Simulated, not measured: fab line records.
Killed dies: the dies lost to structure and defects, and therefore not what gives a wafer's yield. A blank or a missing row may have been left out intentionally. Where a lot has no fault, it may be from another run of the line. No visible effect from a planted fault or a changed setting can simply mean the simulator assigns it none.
Chamber matching / flow gf180mcu / GF_CONTACT_CVD_00 on hdpcvd-02: 3 sister chambers
The step deposits SiO2, target thk 300 nm, time 50 s. 3 wafers are shown with their chamber, then 6 later ones without.

== EACH WAFER AND ITS CHAMBER ==
wafer=L338.2; chamber=0; sih4-flow-sccm (sccm)=60.16
wafer=L338.3; chamber=1; sih4-flow-sccm (sccm)=59.81
wafer=L338.4; chamber=2; sih4-flow-sccm (sccm)=60.13

== WAFERS WHOSE CHAMBER IS MISSING ==
wafer=L339.2; sih4-flow-sccm (sccm)=59.98
wafer=L339.4; sih4-flow-sccm (sccm)=59.97
wafer=L339.6; sih4-flow-sccm (sccm)=59.72
wafer=L341.1; sih4-flow-sccm (sccm)=59.75
wafer=L341.2; sih4-flow-sccm (sccm)=59.91
wafer=L341.4; sih4-flow-sccm (sccm)=60.13

== EACH ONE'S CHAMBER ==
wafer=L339.2; from the rows above=can't be placed: 2 or 1 or 0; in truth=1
wafer=L339.4; from the rows above=can't be placed: 1 or 2 or 0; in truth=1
wafer=L339.6; from the rows above=1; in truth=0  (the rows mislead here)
wafer=L341.1; from the rows above=1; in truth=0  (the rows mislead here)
wafer=L341.2; from the rows above=can't be placed: 1 or 2 or 0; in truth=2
wafer=L341.4; from the rows above=can't be placed: 2 or 0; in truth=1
Correctly placed: 0 of 6. Cannot be placed on the basis of these rows: 4; the candidates contain the true chamber in 3. Wrongly placed: 2.
How it was worked out, from the rows above alone: a wafer's distance from a chamber is the root of the sum, over the readings, of the square of ((its reading less the chamber's mean) divided by the reading's scatter). The wafer belongs to the nearest chamber; if the next one is less than 2 further off, it can't be placed. The mean given for a chamber averages the wafers shown for that chamber. The scatter (one wafer shown for each chamber): square how far every hidden wafer sits from the nearest shown wafer, average those squares and take the square root.
